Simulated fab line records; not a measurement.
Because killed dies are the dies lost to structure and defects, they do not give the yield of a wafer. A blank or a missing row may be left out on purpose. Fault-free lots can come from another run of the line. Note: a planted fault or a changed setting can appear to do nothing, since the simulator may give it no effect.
Commonality check across tools ; flow gf180mcu ; 13 lots, 39 wafers sampled

## WHAT PROMPTED THE OPENING
At GF_STI_THK_MEAS_30 the reading STI_OXIDATION_02_THK is flagged on 2 of 13 lots. Wafers without a fault read 10.01 nm, standard deviation 0.15.
Rule: a lot gets a flag if all its wafers with a number sit over 4 standard deviations from that mean, or if no wafer of it has a number. As for the other lots, they are considered sound.

lot;measured;on;STI_OXIDATION_02_THK (nm), wafer by wafer;flag
L531;day 2 07:11;film_metro-02;9.57 9.88 9.96;
L532;day 2 14:16;film_metro-01;9.91 9.83 9.74;
L533;day 2 18:55;film_metro-02;10.14 10.13 10.16;
L536;day 3 08:22;film_metro-03;10.24 10.12 10.21;
L537;day 3 15:52;film_metro-02;10.01 10.06 10.02;
L538;day 3 20:25;film_metro-03;10.01 9.83 10.01;
L539;day 4 00:20;film_metro-02;9.98 9.93 9.96;
L542;day 4 15:50;film_metro-01;9.88 10.04 9.85;
L543;day 4 21:31;film_metro-01;7.38 7.46 7.37;FLAGGED
L546;day 5 12:56;film_metro-02;7.33 7.17 7.15;FLAGGED
L547;day 5 17:11;film_metro-02;9.96 9.92 9.95;
L552;day 6 19:56;film_metro-03;10.11 10.11 9.94;
L554;day 7 06:03;film_metro-02;9.87 9.81 9.87;
On average the flagged lots' numbers are 7.31 nm, which is -2.70 nm against the usual, or -18 standard deviations.

## EACH LOT AND THE TOOL IT RAN ON
The record holds 1 process step before the reading, out of a route of 602 steps. Each cell gives the tool, then ch followed by the chambers the sampled wafers passed through, then the start.
lot;flag;GF_STI_OXIDATION_29
L531;;furnace-02 ch 0, day 2 05:47
L532;;furnace-02 ch 0, day 2 12:52
L533;;furnace-02 ch 0, day 2 17:31
L536;;furnace-01 ch 0, day 3 06:58
L537;;furnace-02 ch 0, day 3 14:28
L538;;furnace-01 ch 0, day 3 19:01
L539;;furnace-02 ch 0, day 3 22:55
L542;;furnace-01 ch 0, day 4 14:26
L543;FLAGGED;furnace-01 ch 0, day 4 20:07
L546;FLAGGED;furnace-01 ch 0, day 5 11:32
L547;;furnace-02 ch 0, day 5 15:46
L552;;furnace-02 ch 0, day 6 18:32
L554;;furnace-02 ch 0, day 7 04:38
What is done by these steps:
- GF_STI_OXIDATION_29: stabilise 600 s, purge 300 s, target thk 10 nm.
- GF_STI_THK_MEAS_30

## FLAGGED OVER TOTAL, TOOL BY TOOL (the gauges that took the reading come last)
step;tool;lots run;flagged;share of the flagged lots;sound lots run after its first flagged lot
GF_STI_OXIDATION_29;furnace-01;5;2;all;0
GF_STI_OXIDATION_29;furnace-02;8;0;none;-
GF_STI_THK_MEAS_30;film_metro-01;3;1;some;0
GF_STI_THK_MEAS_30;film_metro-02;7;1;some;2 (L547,L554)
GF_STI_THK_MEAS_30;film_metro-03;3;0;none;-

## WHAT THE TABLE PERMITS
1 row of the table ran every flagged lot: furnace-01 at GF_STI_OXIDATION_29.
- furnace-01 at GF_STI_OXIDATION_29 ran 5 lots, 2 of them flagged. A fault beginning between L542 (day 4 14:26), its last sound lot, and L543 (day 4 20:07), its first flagged one, fits the data.
What remains is a single tool, furnace-01 at GF_STI_OXIDATION_29.

## WHAT THE SIMULATOR PUT IN
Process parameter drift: furnace-01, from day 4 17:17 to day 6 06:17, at GF_STI_OXIDATION_29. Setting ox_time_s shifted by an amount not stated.
Struck lots among those shown: L543, L546. The rule given above showed the same thing.
